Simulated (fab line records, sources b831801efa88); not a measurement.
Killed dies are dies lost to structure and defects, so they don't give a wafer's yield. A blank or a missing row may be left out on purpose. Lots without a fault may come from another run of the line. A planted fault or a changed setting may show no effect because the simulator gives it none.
Split-lot experiment | flow sky130 | 5 lots, 23 wafers read, on a route of 708 steps

THE SPLIT
At SKY_VIA4_HDPCVD_00 (deposits SiO2, target thk 1750 nm, time 291.7 s), the setting sih4_flow_sccm was moved away from the recipe's 60 sccm on 5 of the 23 wafers read, by -12.7% to -4.9%. The other wafers ran this setting at the recipe's value.

The file shows no step between the split and the reading.

THE READING
VIA4_HDPCVD_THK, in nm, at SKY_VIA4_THK_MEAS_01. Fault-free wafers of this fab line usually give 1750 nm, standard deviation 20 nm.

wafer  | tool, chamber at the split | sih4_flow_sccm as run, sccm | against the recipe | VIA4_HDPCVD_THK, nm | against lot-mates on the recipe
L076.2 | hdpcvd-01, 1               | 60                          | recipe             | 1731                | -
L076.4 | hdpcvd-01, 1               | 60                          | recipe             | 1728                | -
L076.5 | hdpcvd-01, 2               | 60                          | recipe             | 1750                | -
L077.1 | hdpcvd-02, 0,1,2           | 60                          | recipe             | 1780                | -
L077.2 | hdpcvd-02, 0,1,2           | 60                          | recipe             | 1756                | -
L077.4 | hdpcvd-02, 0,1,2           | 60                          | recipe             | 1730                | -
L077.5 | hdpcvd-02, 0               | 60                          | recipe             | 1756                | -
L077.6 | hdpcvd-02, 1               | 60                          | recipe             | 1742                | -
L082.1 | hdpcvd-02, 1               | 60                          | recipe             | 1758                | -
L082.2 | hdpcvd-02, 0               | 57.07                       | -4.9%              | 1691                | -69
L082.3 | hdpcvd-02, 2               | 57.07                       | -4.9%              | 1680                | -80
L082.4 | hdpcvd-02, 0,2             | 60                          | recipe             | 1768                | -
L082.6 | hdpcvd-02, 0,2             | 60                          | recipe             | 1753                | -
L083.1 | hdpcvd-01, 1               | 52.39                       | -12.7%             | 1514                | -248
L083.2 | hdpcvd-01, 0               | 60                          | recipe             | 1757                | -
L083.3 | hdpcvd-01, 2               | 52.39                       | -12.7%             | 1524                | -238
L083.4 | hdpcvd-01, 1               | 52.39                       | -12.7%             | 1540                | -222
L083.6 | hdpcvd-01, 0               | 60                          | recipe             | 1767                | -
L084.1 | hdpcvd-02, 1               | 60                          | recipe             | 1738                | -
L084.2 | hdpcvd-02, 0,2             | 60                          | recipe             | 1726                | -
L084.3 | hdpcvd-02, 0,2             | 60                          | recipe             | 1725                | -
L084.5 | hdpcvd-02, 2               | 60                          | recipe             | 1721                | -
L084.6 | hdpcvd-02, 1               | 60                          | recipe             | 1729                | -
Where a row lists several chambers, the file gives one row for several wafers and doesn't say which wafer went through which chamber.

THE FIT
A straight line over all 23 wafers: VIA4_HDPCVD_THK changes by +17 nm for each +1% of sih4_flow_sccm; r = +0.97; the points scatter about the line by 18 nm.
The same after taking each lot's own level away (the mean of its wafers on the recipe; 23 wafers): +18.4 nm for each +1%; r = +0.99; scatter 12 nm.
On that fit, the largest move of sih4_flow_sccm shifts the reading by 2.3e+02 nm.
The lots' own levels span 1727.8 to 1762.0 nm, that is 1.7 times the standard deviation above.
So the lot-to-lot level changes the slope little: the two slopes agree.
Check: with one of the wafers moved furthest among these (-12.7%) left out of the fit, the line predicts -225 nm for it against its lot-mates. It came out at -248 nm against them.

OTHER SPLITS ON THESE WAFERS
These wafers also went through other splits before the reading. Each is held against what the fit with the lots' levels taken away leaves over:
other split on the same wafers          | wafers away from the commonest value | r with VIA4_HDPCVD_THK (lot level and that fit taken away)
SKY_METAL3_EXPOSE_10 dose_mj            | 9                                    | -0.12
SKY_VIA3_CMP_02 leave_above_ref_nm      | 11                                   | -0.20
SKY_VIA3_SOFTBAKE_08 time_s             | 7                                    | -0.07
SKY_VIA3_SPUTTER_20 chamber_pressure_pa | 15                                   | +0.18
SKY_CAP2M_COAT_07 spin_rpm              | 7                                    | +0.27
SKY_CAP2M_DEVELOP_11 develop_time_s     | 6                                    | -0.13

THE WHOLE CHAIN: every reading that the file lists as answering this split, in the file's order
step                 | what it does                                    | reading                                                                        | change (the file's fit)              | r (the file's)
SKY_VIA4_HDPCVD_00   | deposits SiO2, target thk 1750 nm, time 291.7 s | SiO2_of_VIA4_HDPCVD_00.thk_nm (the simulator's own value, which no gauge read) | +18.4 nm for each +1% of the setting | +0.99
SKY_VIA4_THK_MEAS_01 |                                                 | VIA4_HDPCVD_THK                                                                | +18.2 for each +1% of the setting    | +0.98

THE FILE'S OWN FIT
VIA4_HDPCVD_THK changes by +18.2 nm for each +1% of sih4_flow_sccm, r = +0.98.
